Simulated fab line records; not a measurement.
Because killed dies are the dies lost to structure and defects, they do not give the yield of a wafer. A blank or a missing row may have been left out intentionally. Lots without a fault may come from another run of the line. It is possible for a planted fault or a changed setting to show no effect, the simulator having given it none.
fab line records	flow gf180mcu
record: lots: 24	wafers: 72	last-day: 34
route steps=602 shown M3@410 V3@430 M4@462 V4@493
lots that met no fault: taken from a fault-free run of the same line
start-h: hours from the record's first day to the start of the lot's first wafer shown	wait-h: hours elapsed since this lot's preceding step	" unchanged from the row above	L1.1+2: a single row standing in for several wafers	- no value, or no start was given	* or withheld: withheld	< > ~ a bound
route shown NAME@n: a module of which the file shows steps, and the number in the route of the first	usual: mean and standard deviation over wafers with no fault	same: alike in all rows	chamber/n: place in a boat	sites: each site's reading	_std_site: how widely they spread, as a standard deviation	_edge_site: outer sites' mean less inner sites'	radius-mm: how far each site lies from the wafer's centre	mask NAME#n: copy n	behind: the tool/chamber that last shaped the wafer	hold: the reason the lot was held/the length of the hold in hours/how it ended	device: which transistor (n, p or np) failed to switch	end of line: the same wafers' tests at the end of the route	a step without rows: its recipe alone	killed: count of dies lost to structure and defects at first sort (not the wafer's yield)	map: shows each die of a wafer: x if killed, . if not, _ if none is there
set.NAME: setting as actually run; set.NAME@STEP: the setting as run at that earlier step	model.NAME: the simulator's own value behind a step, which no gauge read
route steps across a sampled set of lots; one table per step, one row per wafer
services: a tool's chamber out of use, with start hour (start-h, from the record's first day; less than 0 if before it), hours out, and reason
== steps ==
step: GF_M3_SPUTTER_01
recipe: material: TiN	target-thk-nm: 30	power-w: 6500	time-s: 25	chamber-pressure-pa: 0.4
usual: throttle-valve-pct: 30.5/1.2
lot.wafer	tool	chamber	start-h	wait-h	throttle-valve-pct
L074.4	pvd-sputter-01	-	457.89	0.0	32.1
L074.5	"	-	"	"	29.6
L074.6	"	-	"	"	32.5
L075.2	pvd-sputter-03	-	473.11	0.1	29.6
L075.3	"	-	"	"	29.3
L075.6	"	-	"	"	29.5
L076.1	pvd-sputter-03	-	481.06	0.1	30.2
L076.4	"	-	"	"	29.0
L076.5	"	-	"	"	32.1
L077.1	pvd-sputter-01	-	488.34	0.1	30.0
L077.3	"	-	"	"	31.4
L077.4	"	-	"	"	32.7
L078.2	pvd-sputter-03	-	492.79	0.1	30.3
L078.3	"	-	"	"	29.2
L078.5	"	-	"	"	29.8
L079.1	pvd-sputter-03	-	512.99	0.1	31.6
L079.2	"	-	"	"	30.1
L079.3	"	-	"	"	29.3
L080.1	pvd-sputter-03	-	515.66	0.1	29.2
L080.2	"	-	"	"	31.8
L080.3	"	-	"	"	30.2
L081.1	pvd-sputter-04	-	524.68	0.1	30.7
L081.2	"	-	"	"	29.7
L081.4	"	-	"	"	29.3
L082.1	pvd-sputter-01	-	535.24	0.1	29.4
L082.3	"	-	"	"	30.3
L082.6	"	-	"	"	31.9
L083.2	pvd-sputter-04	-	544.92	0.1	29.9
L083.5	"	-	"	"	29.8
L083.6	"	-	"	"	30.8
L084.2	pvd-sputter-04	-	554.16	0.1	29.6
L084.4	"	-	"	"	29.3
L084.6	"	-	"	"	30.7
L085.1	pvd-sputter-01	-	563.58	0.1	30.1
L085.4	"	-	"	"	29.4
L085.6	"	-	"	"	29.7
L086.1	pvd-sputter-03	-	567.10	0.1	31.6
L086.2	"	-	"	"	29.0
L086.3	"	-	"	"	29.6
L087.1	pvd-sputter-03	-	583.92	0.1	31.6
L087.4	"	-	"	"	29.6
L087.5	"	-	"	"	31.8
L088.1	pvd-sputter-03	-	591.21	0.1	29.0
L088.3	"	-	"	"	31.9
L088.4	"	-	"	"	31.8
L089.2	pvd-sputter-03	-	596.86	0.1	32.0
L089.4	"	-	"	"	29.3
L089.5	"	-	"	"	31.8
L090.2	pvd-sputter-01	-	602.26	0.1	32.0
L090.3	"	-	"	"	32.9
L090.4	"	-	"	"	30.0
L091.3	pvd-sputter-01	-	610.70	0.1	29.4
L091.4	"	-	"	"	30.0
L091.5	"	-	"	"	30.1
L092.2	pvd-sputter-01	-	622.13	0.1	30.1
L092.3	"	-	"	"	31.7
L092.4	"	-	"	"	32.7
L093.1	pvd-sputter-01	-	627.38	0.1	32.8
L093.3	"	-	"	"	30.1
L093.5	"	-	"	"	32.5
L094.1	pvd-sputter-03	-	636.31	0.1	29.4
L094.4	"	-	"	"	31.6
L094.5	"	-	"	"	29.2
L095.4	pvd-sputter-03	-	638.98	0.1	30.3
L095.5	"	-	"	"	31.6
L095.6	"	-	"	"	29.3
L096.4	pvd-sputter-03	-	641.43	0.1	32.0
L096.5	"	-	"	"	29.6
L096.6	"	-	"	"	30.1
L097.1	pvd-sputter-03	-	647.85	0.1	30.1
L097.4	"	-	"	"	28.9
L097.5	"	-	"	"	30.1
step: GF_M3_SPUTTER_03
recipe: material: Ti	target-thk-nm: 10	substrate-temp-c: 300	chamber-pressure-pa: 0.3	power-w: 3000	time-s: 6.7
usual: throttle-valve-pct: 30.5/1.2
lot.wafer	tool	chamber	start-h	wait-h	throttle-valve-pct
L074.4	pvd-sputter-01	-	457.95	0.0	31.9
L074.5	"	-	"	"	29.5
L074.6	"	-	"	"	32.3
L075.2	pvd-sputter-03	-	473.17	0.0	29.6
L075.3	"	-	"	"	29.4
L075.6	"	-	"	"	29.6
L076.1	pvd-sputter-03	-	481.12	0.0	30.0
L076.4	"	-	"	"	29.3
L076.5	"	-	"	"	31.9
L077.1	pvd-sputter-01	-	488.40	0.0	30.5
L077.3	"	-	"	"	31.8
L077.4	"	-	"	"	32.3
L078.2	pvd-sputter-03	-	492.85	0.0	30.1
L078.3	"	-	"	"	29.0
L078.5	"	-	"	"	29.6
L079.1	pvd-sputter-03	-	513.05	0.0	31.7
L079.2	"	-	"	"	29.8
L079.3	"	-	"	"	29.4
L080.1	pvd-sputter-03	-	515.72	0.0	29.2
L080.2	"	-	"	"	31.5
L080.3	"	-	"	"	30.3
L081.1	pvd-sputter-04	-	524.74	0.0	30.6
L081.2	"	-	"	"	29.6
L081.4	"	-	"	"	29.1
L082.1	pvd-sputter-01	-	535.30	0.0	29.7
L082.3	"	-	"	"	30.3
L082.6	"	-	"	"	31.7
L083.2	pvd-sputter-04	-	544.98	0.0	29.7
L083.5	"	-	"	"	29.6
L083.6	"	-	"	"	30.8
L084.2	pvd-sputter-04	-	554.22	0.0	29.5
L084.4	"	-	"	"	29.2
L084.6	"	-	"	"	30.9
L085.1	pvd-sputter-01	-	563.64	0.0	29.9
L085.4	"	-	"	"	29.4
L085.6	"	-	"	"	29.4
L086.1	pvd-sputter-03	-	567.16	0.0	31.8
L086.2	"	-	"	"	29.2
L086.3	"	-	"	"	29.6
L087.1	pvd-sputter-03	-	583.98	0.0	31.9
L087.4	"	-	"	"	29.8
L087.5	"	-	"	"	31.9
L088.1	pvd-sputter-03	-	591.27	0.0	29.1
L088.3	"	-	"	"	31.9
L088.4	"	-	"	"	31.7
L089.2	pvd-sputter-03	-	596.92	0.0	31.9
L089.4	"	-	"	"	28.9
L089.5	"	-	"	"	31.7
L090.2	pvd-sputter-01	-	602.32	0.0	31.9
L090.3	"	-	"	"	32.4
L090.4	"	-	"	"	30.0
L091.3	pvd-sputter-01	-	610.76	0.0	29.3
L091.4	"	-	"	"	30.3
L091.5	"	-	"	"	30.4
L092.2	pvd-sputter-01	-	622.19	0.0	30.3
L092.3	"	-	"	"	31.6
L092.4	"	-	"	"	32.8
L093.1	pvd-sputter-01	-	627.44	0.0	32.7
L093.3	"	-	"	"	30.0
L093.5	"	-	"	"	32.6
L094.1	pvd-sputter-03	-	636.37	0.0	29.0
L094.4	"	-	"	"	31.7
L094.5	"	-	"	"	29.3
L095.4	pvd-sputter-03	-	639.05	0.0	30.2
L095.5	"	-	"	"	31.8
L095.6	"	-	"	"	29.3
L096.4	pvd-sputter-03	-	641.49	0.0	31.9
L096.5	"	-	"	"	29.5
L096.6	"	-	"	"	29.8
L097.1	pvd-sputter-03	-	647.91	0.0	30.3
L097.4	"	-	"	"	29.2
L097.5	"	-	"	"	30.1
step: GF_V3_THK_MEAS_01
recipe: reads: SiO2_of_V3_CVD_00
usual: V3_CVD_00_THK: 584/5.7
lot.wafer	tool	chamber	start-h	wait-h	V3_CVD_00_THK[nm]
L074.4	film-metro-03	-	483.24	0.0	582
L074.5	"	-	"	"	584
L074.6	"	-	"	"	575
L075.2	film-metro-03	-	498.23	0.0	589
L075.3	"	-	"	"	591
L075.6	"	-	"	"	586
L076.1	film-metro-03	-	505.86	0.0	589
L076.4	"	-	"	"	585
L076.5	"	-	"	"	577
L077.1	film-metro-03	-	513.16	0.0	590
L077.3	"	-	"	"	589
L077.4	"	-	"	"	592
L078.2	film-metro-02	-	517.08	0.0	590
L078.3	"	-	"	"	583
L078.5	"	-	"	"	586
L079.1	film-metro-01	-	536.62	0.0	591
L079.2	"	-	"	"	583
L079.3	"	-	"	"	589
L080.1	film-metro-02	-	539.26	0.0	591
L080.2	"	-	"	"	590
L080.3	"	-	"	"	587
L081.1	film-metro-01	-	548.43	0.0	587
L081.2	"	-	"	"	589
L081.4	"	-	"	"	577
L082.1	film-metro-01	-	559.19	0.1	581
L082.3	"	-	"	"	575
L082.6	"	-	"	"	577
L083.2	film-metro-03	-	567.89	0.1	577
L083.5	"	-	"	"	585
L083.6	"	-	"	"	573
L084.2	film-metro-01	-	577.02	0.0	591
L084.4	"	-	"	"	591
L084.6	"	-	"	"	592
L085.1	film-metro-02	-	586.93	0.0	588
L085.4	"	-	"	"	587
L085.6	"	-	"	"	587
L086.1	film-metro-01	-	589.53	0.0	576
L086.2	"	-	"	"	575
L086.3	"	-	"	"	583
L087.1	film-metro-03	-	606.11	0.0	583
L087.4	"	-	"	"	581
L087.5	"	-	"	"	586
L088.1	film-metro-02	-	613.03	0.0	587
L088.3	"	-	"	"	581
L088.4	"	-	"	"	587
L089.2	film-metro-01	-	619.56	0.0	590
L089.4	"	-	"	"	587
L089.5	"	-	"	"	592
L090.2	film-metro-03	-	623.68	0.0	573
L090.3	"	-	"	"	581
L090.4	"	-	"	"	576
L091.3	film-metro-02	-	632.94	0.1	581
L091.4	"	-	"	"	578
L091.5	"	-	"	"	589
L092.2	film-metro-01	-	642.78	0.0	585
L092.3	"	-	"	"	585
L092.4	"	-	"	"	581
L093.1	film-metro-01	-	647.74	0.0	588
L093.3	"	-	"	"	581
L093.5	"	-	"	"	585
L094.1	film-metro-02	-	657.08	0.1	579
L094.4	"	-	"	"	580
L094.5	"	-	"	"	579
L095.4	film-metro-01	-	659.14	0.0	586
L095.5	"	-	"	"	578
L095.6	"	-	"	"	580
L096.4	film-metro-02	-	661.59	0.0	577
L096.5	"	-	"	"	577
L096.6	"	-	"	"	577
L097.1	film-metro-01	-	667.91	0.0	584
L097.4	"	-	"	"	581
L097.5	"	-	"	"	587
step: GF_M4_THK_MEAS_06
recipe: thk-meas-gauge: xrf	reads: AlCu_of_M4_SPUTTER_02
usual: M4_ALCU_THK: 456/4.6
lot.wafer	tool	chamber	start-h	wait-h	M4_ALCU_THK[nm]
L074.4	film-metro-01	-	509.82	0.1	465
L074.5	"	-	"	"	461
L074.6	"	-	"	"	465
L075.2	film-metro-01	-	524.23	0.1	457
L075.3	"	-	"	"	461
L075.6	"	-	"	"	461
L076.1	film-metro-01	-	531.37	0.1	446
L076.4	"	-	"	"	458
L076.5	"	-	"	"	453
L077.1	film-metro-01	-	538.24	0.1	452
L077.3	"	-	"	"	456
L077.4	"	-	"	"	458
L078.2	film-metro-01	-	542.53	0.1	447
L078.3	"	-	"	"	452
L078.5	"	-	"	"	446
L079.1	film-metro-03	-	561.30	0.1	456
L079.2	"	-	"	"	455
L079.3	"	-	"	"	459
L080.1	film-metro-04	-	564.24	0.1	458
L080.2	"	-	"	"	456
L080.3	"	-	"	"	459
L081.1	film-metro-03	-	573.29	0.1	460
L081.2	"	-	"	"	460
L081.4	"	-	"	"	466
L082.1	film-metro-01	-	583.56	0.1	457
L082.3	"	-	"	"	455
L082.6	"	-	"	"	459
L083.2	film-metro-01	-	593.29	0.1	454
L083.5	"	-	"	"	454
L083.6	"	-	"	"	455
L084.2	film-metro-03	-	600.43	0.1	453
L084.4	"	-	"	"	466
L084.6	"	-	"	"	461
L085.1	film-metro-01	-	610.20	0.1	457
L085.4	"	-	"	"	458
L085.6	"	-	"	"	457
L086.1	film-metro-01	-	613.07	0.1	454
L086.2	"	-	"	"	457
L086.3	"	-	"	"	454
L087.1	film-metro-03	-	629.29	0.1	453
L087.4	"	-	"	"	454
L087.5	"	-	"	"	455
L088.1	film-metro-04	-	636.43	0.1	456
L088.3	"	-	"	"	455
L088.4	"	-	"	"	454
L089.2	film-metro-04	-	642.16	0.1	454
L089.4	"	-	"	"	458
L089.5	"	-	"	"	458
L090.2	film-metro-04	-	645.87	0.1	450
L090.3	"	-	"	"	450
L090.4	"	-	"	"	454
L091.3	film-metro-03	-	655.62	0.1	455
L091.4	"	-	"	"	459
L091.5	"	-	"	"	457
L092.2	film-metro-01	-	664.74	0.1	449
L092.3	"	-	"	"	450
L092.4	"	-	"	"	449
L093.1	film-metro-04	-	669.84	0.1	463
L093.3	"	-	"	"	457
L093.5	"	-	"	"	456
L094.1	film-metro-04	-	679.04	0.1	462
L094.4	"	-	"	"	458
L094.5	"	-	"	"	460
L095.4	film-metro-03	-	680.52	0.1	459
L095.5	"	-	"	"	455
L095.6	"	-	"	"	460
L096.4	film-metro-04	-	683.15	0.1	458
L096.5	"	-	"	"	456
L096.6	"	-	"	"	462
L097.1	film-metro-01	-	689.19	0.1	458
L097.4	"	-	"	"	452
L097.5	"	-	"	"	449
step: GF_V4_ETCH_17
recipe: chemistry: C4F8/O2/Ar	mask-material: KrF	target: SiO2	stop-on: TiN	source-w: 1500	bias-w: 1200	pressure-mtorr: 40	c4f8-flow-sccm: withheld	O2_flow_sccm: 6	Ar_flow_sccm: 300	time-s: withheld	target-depth-a: 6300
usual: oes-product-au: 0.856/0.0052
lot.wafer	tool	chamber	start-h	wait-h	oes-product-au
L074.4	rie-diel-02	1	-	-	0.862
L074.5	"	0	"	"	0.857
L074.6	"	1	"	"	0.854
L075.2	rie-diel-03	0	-	-	0.855
L075.3	"	2	"	"	0.857
L075.6	"	0	"	"	0.858
L076.1	rie-diel-03	2	-	-	0.859
L076.4	"	3	"	"	0.853
L076.5	"	1	"	"	0.857
L077.1	rie-diel-03	0	-	-	0.860
L077.3	"	1	"	"	0.854
L077.4	"	2	"	"	0.855
L078.2	rie-diel-04	0	-	-	0.848
L078.3	"	1	"	"	0.855
L078.5	"	1	"	"	0.851
L079.1	rie-diel-04	1	-	-	0.862
L079.2	"	0	"	"	0.853
L079.3	"	2	"	"	0.855
L080.1	rie-diel-03	3	-	-	0.854
L080.2	"	0	"	"	0.858
L080.3	"	1	"	"	0.862
L081.1	rie-diel-02	0	-	-	0.856
L081.2	"	1	"	"	0.865
L081.4	"	2	"	"	0.861
L082.1	rie-diel-02	0	-	-	0.863
L082.3	"	1	"	"	0.862
L082.6	"	3	"	"	0.852
L083.2	rie-diel-03	0	-	-	0.860
L083.5	"	1	"	"	0.848
L083.6	"	2	"	"	0.859
L084.2	rie-diel-03	3	-	-	0.870
L084.4	"	2	"	"	0.863
L084.6	"	0	"	"	0.855
L085.1	rie-diel-02	2	-	-	0.856
L085.4	"	1	"	"	0.859
L085.6	"	3	"	"	0.853
L086.1	rie-diel-04	0	-	-	0.861
L086.2	"	3	"	"	0.845
L086.3	"	1	"	"	0.862
L087.1	rie-diel-02	3	-	-	0.859
L087.4	"	0	"	"	0.851
L087.5	"	3	"	"	0.856
L088.1	rie-diel-02	2	-	-	0.864
L088.3	"	1	"	"	0.851
L088.4	"	3	"	"	0.858
L089.2	rie-diel-02	0	-	-	0.859
L089.4	"	3	"	"	0.844
L089.5	"	1	"	"	0.849
L090.2	rie-diel-04	2	-	-	0.865
L090.3	"	1	"	"	0.863
L090.4	"	3	"	"	0.862
L091.3	rie-diel-02	3	-	-	0.861
L091.4	"	1	"	"	0.854
L091.5	"	1	"	"	0.863
L092.2	rie-diel-04	0	-	-	0.853
L092.3	"	2	"	"	0.854
L092.4	"	1	"	"	0.854
L093.1	rie-diel-03	3	-	-	0.856
L093.3	"	2	"	"	0.858
L093.5	"	0	"	"	0.854
L094.1	rie-diel-02	1	-	-	0.851
L094.4	"	3	"	"	0.853
L094.5	"	1	"	"	0.862
L095.4	rie-diel-03	2	-	-	0.851
L095.5	"	0	"	"	0.852
L095.6	"	3	"	"	0.857
L096.4	rie-diel-03	2	-	-	0.849
L096.5	"	3	"	"	0.856
L096.6	"	0	"	"	0.860
L097.1	rie-diel-04	3	-	-	0.856
L097.4	"	0	"	"	0.855
L097.5	"	0	"	"	0.853
step: GF_V4_THK_MEAS_25
recipe: thk-meas-gauge: xrf	reads: W_of_V4_CVD_23
usual: V4_W_THK: 353/4.5
lot.wafer	tool	chamber	start-h	wait-h	V4_W_THK[nm]
L074.4	film-metro-04	-	558.56	0.1	356
L074.5	"	-	"	"	350
L074.6	"	-	"	"	354
L075.2	film-metro-04	-	571.86	0.1	348
L075.3	"	-	"	"	348
L075.6	"	-	"	"	347
L076.1	film-metro-02	-	579.42	0.1	354
L076.4	"	-	"	"	356
L076.5	"	-	"	"	356
L077.1	film-metro-02	-	584.82	0.1	351
L077.3	"	-	"	"	345
L077.4	"	-	"	"	356
L078.2	film-metro-03	-	588.86	0.1	349
L078.3	"	-	"	"	357
L078.5	"	-	"	"	357
L079.1	film-metro-03	-	606.02	0.1	352
L079.2	"	-	"	"	359
L079.3	"	-	"	"	353
L080.1	film-metro-02	-	610.13	0.1	357
L080.2	"	-	"	"	349
L080.3	"	-	"	"	359
L081.1	film-metro-04	-	618.09	0.1	343
L081.2	"	-	"	"	351
L081.4	"	-	"	"	341
L082.1	film-metro-02	-	628.32	0.1	358
L082.3	"	-	"	"	360
L082.6	"	-	"	"	353
L083.2	film-metro-04	-	637.38	0.1	353
L083.5	"	-	"	"	355
L083.6	"	-	"	"	356
L084.2	film-metro-04	-	643.79	0.1	355
L084.4	"	-	"	"	344
L084.6	"	-	"	"	342
L085.1	film-metro-03	-	652.78	0.1	359
L085.4	"	-	"	"	355
L085.6	"	-	"	"	352
L086.1	film-metro-04	-	656.82	0.1	358
L086.2	"	-	"	"	355
L086.3	"	-	"	"	354
L087.1	film-metro-02	-	670.89	0.1	350
L087.4	"	-	"	"	350
L087.5	"	-	"	"	360
L088.1	film-metro-03	-	677.92	0.1	354
L088.3	"	-	"	"	352
L088.4	"	-	"	"	350
L089.2	film-metro-03	-	683.04	0.1	363
L089.4	"	-	"	"	352
L089.5	"	-	"	"	356
L090.2	film-metro-04	-	687.03	0.1	351
L090.3	"	-	"	"	347
L090.4	"	-	"	"	351
L091.3	film-metro-03	-	696.44	0.1	354
L091.4	"	-	"	"	364
L091.5	"	-	"	"	353
L092.2	film-metro-03	-	705.26	0.1	356
L092.3	"	-	"	"	356
L092.4	"	-	"	"	354
L093.1	film-metro-03	-	709.71	0.1	354
L093.3	"	-	"	"	351
L093.5	"	-	"	"	354
L094.1	film-metro-02	-	719.00	0.1	350
L094.4	"	-	"	"	359
L094.5	"	-	"	"	355
L095.4	film-metro-03	-	719.86	0.1	353
L095.5	"	-	"	"	349
L095.6	"	-	"	"	347
L096.4	film-metro-04	-	722.36	0.1	351
L096.5	"	-	"	"	355
L096.6	"	-	"	"	351
L097.1	film-metro-02	-	727.22	0.1	358
L097.4	"	-	"	"	362
L097.5	"	-	"	"	354
== services ==
tool	chamber	start-h	hours	kind
pvd-sputter-03	-	434.39	8.3	repair
pvd-sputter-03	-	439.50	8.5	repair
rie-diel-04	1	444.00	4.0	repair
pvd-sputter-01	-	460.43	3.0	repair
rie-diel-04	2	462.06	29.4	repair
rie-diel-02	0	475.32	2.9	repair
rie-diel-04	1	477.87	45.8	repair
rie-diel-03	-	488.25	0.9	repair
rie-diel-03	-	502.00	2.8	pm
rie-diel-04	0	502.30	14.4	repair
rie-diel-03	1	507.10	8.1	repair
rie-diel-04	3	515.71	3.5	repair
rie-diel-04	0	518.91	9.4	repair
rie-diel-03	3	535.83	4.2	repair
rie-diel-04	2	546.57	6.4	repair
rie-diel-02	0	560.25	5.1	repair
rie-diel-02	1	571.56	2.8	repair
pvd-sputter-04	-	577.63	2.6	repair
rie-diel-04	3	592.69	3.0	repair
rie-diel-02	0	642.35	2.6	repair
rie-diel-02	-	688.78	2.4	repair
rie-diel-03	0	690.80	1.6	repair
rie-diel-02	2	705.56	12.9	repair
pvd-sputter-01	-	709.74	7.9	repair
== key ==
fault none
